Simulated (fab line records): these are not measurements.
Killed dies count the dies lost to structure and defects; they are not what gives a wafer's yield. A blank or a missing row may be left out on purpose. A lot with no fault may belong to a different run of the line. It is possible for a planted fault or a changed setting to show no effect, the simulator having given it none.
Which tool was responsible? | flow sky130 | Sampling: 24 lots, 72 wafers, 4 of 708 route steps

== WHAT THE GAUGES SHOWED, per wafer ==
SKY_METAL3_CD_MEAS_13: the cd target is 300 nm.
lot  | measured     | on        | cd-nm (nm)
L074 | day 39 03:20 | cd-sem-01 | 298.8 299.5 299.0
L075 | day 39 03:42 | cd-sem-02 | 301.5 301.7 302.5
L076 | day 39 04:37 | cd-sem-01 | 300.7 299.8 300.1
L077 | day 39 04:56 | cd-sem-01 | 299.5 300.0 299.4
L078 | day 39 17:50 | cd-sem-02 | 302.2 301.4 303.1
L079 | day 40 00:05 | cd-sem-02 | 299.6 298.1 299.4
L080 | day 40 07:09 | cd-sem-01 | 300.0 301.6 300.2
L081 | day 40 15:23 | cd-sem-01 | 298.4 298.1 297.9
L082 | day 40 23:03 | cd-sem-02 | 300.3 299.6 299.2
L083 | day 41 05:26 | cd-sem-01 | 298.8 299.8 299.1
L084 | day 41 12:48 | cd-sem-02 | 300.9 299.6 300.6
L085 | day 41 17:26 | cd-sem-01 | 299.7 297.1 299.4
L086 | day 41 23:01 | cd-sem-02 | 298.5 301.3 300.0
L087 | day 42 12:06 | cd-sem-01 | 300.9 303.5 300.7
L088 | day 42 13:28 | cd-sem-01 | 299.4 297.0 297.5
L089 | day 42 18:05 | cd-sem-02 | 298.1 299.7 301.0
L090 | day 43 05:22 | cd-sem-02 | 303.0 301.5 301.3
L091 | day 43 08:12 | cd-sem-01 | 300.7 301.0 299.9
L092 | day 43 20:41 | cd-sem-02 | 299.0 298.0 297.3
L093 | day 44 05:02 | cd-sem-02 | 300.1 297.6 299.8
L094 | day 44 11:32 | cd-sem-01 | 300.7 301.3 300.2
L095 | day 45 02:38 | cd-sem-02 | 300.9 300.8 300.8
L096 | day 45 02:59 | cd-sem-01 | 299.5 299.3 299.3
L097 | day 45 17:05 | cd-sem-01 | 299.2 297.2 297.7

== WHAT TOOL EACH LOT RAN ON (gives the tool, then ch and the chambers of the sampled wafers, and finally the start) ==
lot  | SKY_METAL2_SPUTTER_00        | SKY_METAL2_SPUTTER_01        | SKY_VIA2_ETCH_15
L074 | pvd-sputter-02, day 34 16:01 | pvd-sputter-02, day 34 16:02 | rie-diel-01 ch 2,3, day 36 21:08
L075 | pvd-sputter-02, day 34 18:18 | pvd-sputter-02, day 34 18:19 | rie-diel-01 ch 1,2,3, day 36 23:08
L076 | pvd-sputter-04, day 34 18:38 | pvd-sputter-04, day 34 18:40 | rie-diel-03 ch 1,2,3, day 37 00:35
L077 | pvd-sputter-03, day 34 21:02 | pvd-sputter-03, day 34 21:04 | rie-diel-01 ch 1,2,3, day 37 02:02
L078 | pvd-sputter-04, day 35 08:12 | pvd-sputter-04, day 35 08:13 | rie-diel-02 ch 2,3, day 37 13:42
L079 | pvd-sputter-04, day 35 15:03 | pvd-sputter-04, day 35 15:05 | rie-diel-02 ch 0,2,3, day 37 20:46
L080 | pvd-sputter-02, day 35 21:28 | pvd-sputter-02, day 35 21:29 | rie-diel-03 ch 0,1,2, day 38 03:26
L081 | pvd-sputter-02, day 36 07:10 | pvd-sputter-02, day 36 07:11 | rie-diel-03 ch 1,2,3, day 38 12:08
L082 | pvd-sputter-02, day 36 17:09 | pvd-sputter-02, day 36 17:10 | rie-diel-02 ch 1,2, day 38 21:20
L083 | pvd-sputter-02, day 36 22:27 | pvd-sputter-02, day 36 22:29 | rie-diel-03 ch 0,3, day 39 03:32
L084 | pvd-sputter-02, day 37 06:31 | pvd-sputter-02, day 37 06:32 | rie-diel-01 ch 0,2,3, day 39 10:23
L085 | pvd-sputter-04, day 37 11:44 | pvd-sputter-04, day 37 11:46 | rie-diel-01 ch 0,1,2, day 39 15:44
L086 | pvd-sputter-03, day 37 18:01 | pvd-sputter-03, day 37 18:02 | rie-diel-01 ch 0,1,3, day 39 21:59
L087 | pvd-sputter-02, day 38 08:30 | pvd-sputter-02, day 38 08:32 | rie-diel-01 ch 1,2, day 40 10:17
L088 | pvd-sputter-04, day 38 09:01 | pvd-sputter-04, day 38 09:02 | rie-diel-03 ch 0,3, day 40 12:11
L089 | pvd-sputter-03, day 38 15:24 | pvd-sputter-03, day 38 15:25 | rie-diel-03 ch 0,2,3, day 40 17:32
L090 | pvd-sputter-03, day 39 00:55 | pvd-sputter-03, day 39 00:56 | rie-diel-01 ch 0,1,3, day 41 04:26
L091 | pvd-sputter-03, day 39 05:29 | pvd-sputter-03, day 39 05:31 | rie-diel-02 ch 0,2, day 41 07:35
L092 | pvd-sputter-03, day 39 18:10 | pvd-sputter-03, day 39 18:11 | rie-diel-03 ch 0,2,3, day 41 19:56
L093 | pvd-sputter-02, day 40 04:38 | pvd-sputter-02, day 40 04:40 | rie-diel-01 ch 0,1,2, day 42 05:26
L094 | pvd-sputter-03, day 40 11:44 | pvd-sputter-03, day 40 11:46 | rie-diel-01 ch 0,3, day 42 12:38
L095 | pvd-sputter-02, day 41 01:10 | pvd-sputter-02, day 41 01:11 | rie-diel-01 ch 0,2, day 43 04:08
L096 | pvd-sputter-04, day 41 03:17 | pvd-sputter-04, day 41 03:19 | rie-diel-03 ch 0,1,3, day 43 04:29
L097 | pvd-sputter-03, day 41 18:24 | pvd-sputter-03, day 41 18:25 | rie-diel-01 ch 0,3, day 43 19:05
- SKY_METAL2_SPUTTER_00: material Ti, target thk 15 nm, time 10 s.
- SKY_METAL2_SPUTTER_01: material TiN, target thk 20 nm, time 16.7 s.
- SKY_VIA2_ETCH_15: etches SiO2 in C4F8/O2/Ar, stops on TiN, target depth 546 nm, time 84 s.

== WHAT THE TOOLS THEMSELVES READ (means of the sampled wafers that have a number; where no wafer has one, the mark that the record gives instead) ==
SKY_METAL2_SPUTTER_00.
lot  | tool           | throttle-valve-pct (%)
L074 | pvd-sputter-02 | 29.2
L075 | pvd-sputter-02 | 29.7
L076 | pvd-sputter-04 | 30.2
L077 | pvd-sputter-03 | 29.8
L078 | pvd-sputter-04 | 29.7
L079 | pvd-sputter-04 | 29.6
L080 | pvd-sputter-02 | 29.3
L081 | pvd-sputter-02 | 29.2
L082 | pvd-sputter-02 | 29.0
L083 | pvd-sputter-02 | 29.3
L084 | pvd-sputter-02 | 29.2
L085 | pvd-sputter-04 | 30.0
L086 | pvd-sputter-03 | 28.7
L087 | pvd-sputter-02 | 28.9
L088 | pvd-sputter-04 | 29.4
L089 | pvd-sputter-03 | 29.8
L090 | pvd-sputter-03 | 29.4
L091 | pvd-sputter-03 | 29.4
L092 | pvd-sputter-03 | 28.9
L093 | pvd-sputter-02 | 28.7
L094 | pvd-sputter-03 | 29.2
L095 | pvd-sputter-02 | 29.2
L096 | pvd-sputter-04 | 29.3
L097 | pvd-sputter-03 | 29.7

SKY_METAL2_SPUTTER_01.
lot  | tool           | throttle-valve-pct (%)
L074 | pvd-sputter-02 | 29.1
L075 | pvd-sputter-02 | 29.6
L076 | pvd-sputter-04 | 30.2
L077 | pvd-sputter-03 | 29.6
L078 | pvd-sputter-04 | 29.7
L079 | pvd-sputter-04 | 29.6
L080 | pvd-sputter-02 | 29.2
L081 | pvd-sputter-02 | 29.3
L082 | pvd-sputter-02 | 29.1
L083 | pvd-sputter-02 | 29.4
L084 | pvd-sputter-02 | 29.2
L085 | pvd-sputter-04 | 30.1
L086 | pvd-sputter-03 | 28.8
L087 | pvd-sputter-02 | 28.8
L088 | pvd-sputter-04 | 29.4
L089 | pvd-sputter-03 | 29.6
L090 | pvd-sputter-03 | 29.4
L091 | pvd-sputter-03 | 29.5
L092 | pvd-sputter-03 | 28.9
L093 | pvd-sputter-02 | 28.9
L094 | pvd-sputter-03 | 29.3
L095 | pvd-sputter-02 | 29.4
L096 | pvd-sputter-04 | 29.1
L097 | pvd-sputter-03 | 29.6

SKY_VIA2_ETCH_15.
lot  | tool        | chamber-pressure-mTorr (mTorr) | oes-product-au (a.u.)
L074 | rie-diel-01 | 39.97                          | 0.939
L075 | rie-diel-01 | 40.04                          | 0.941
L076 | rie-diel-03 | 40.01                          | 0.944
L077 | rie-diel-01 | 39.95                          | 0.935
L078 | rie-diel-02 | 39.98                          | 0.940
L079 | rie-diel-02 | 40.03                          | 0.940
L080 | rie-diel-03 | 40.02                          | 0.942
L081 | rie-diel-03 | 39.99                          | 0.936
L082 | rie-diel-02 | 40.00                          | 0.939
L083 | rie-diel-03 | 39.99                          | 0.943
L084 | rie-diel-01 | 40.02                          | 0.940
L085 | rie-diel-01 | 40.00                          | 0.942
L086 | rie-diel-01 | 39.98                          | 0.942
L087 | rie-diel-01 | 40.03                          | 0.938
L088 | rie-diel-03 | 40.01                          | 0.935
L089 | rie-diel-03 | 40.00                          | 0.938
L090 | rie-diel-01 | 39.98                          | 0.943
L091 | rie-diel-02 | 39.98                          | 0.941
L092 | rie-diel-03 | 39.98                          | 0.939
L093 | rie-diel-01 | 39.98                          | 0.939
L094 | rie-diel-01 | 40.06                          | 0.943
L095 | rie-diel-01 | 39.99                          | 0.939
L096 | rie-diel-03 | 39.99                          | 0.939
L097 | rie-diel-01 | 40.01                          | 0.935

== THE ANSWER, worked out from the rows above alone ==
Rule: the lots themselves supply what counts as usual. The widest of any qualifying gaps counts: lots, ordered by their means at a reading, are off when they make up no more than a third of the lots, leave a main group of 4 or more, and stand apart from it by 3 or more times the standard deviation of that group's means. The tables above print the reading to a certain number of digits; a main group whose means all agree to those digits is not used. Also off: a lot with no number at a reading for which 4 or more lots have one. Any other lot the step has rows for is counted as sound. After the gauges, taken in route order, come the tools' own readings; for these a lot's mean is taken, as printed above. The first step at which some lot is off is used, and at that step the reading that is off furthest; a lot without a number counts as furthest.
Across all readings shown, no lot is off: no conclusion can be drawn from this.

== WHAT HAD BEEN PUT IN BY THE SIMULATOR ==
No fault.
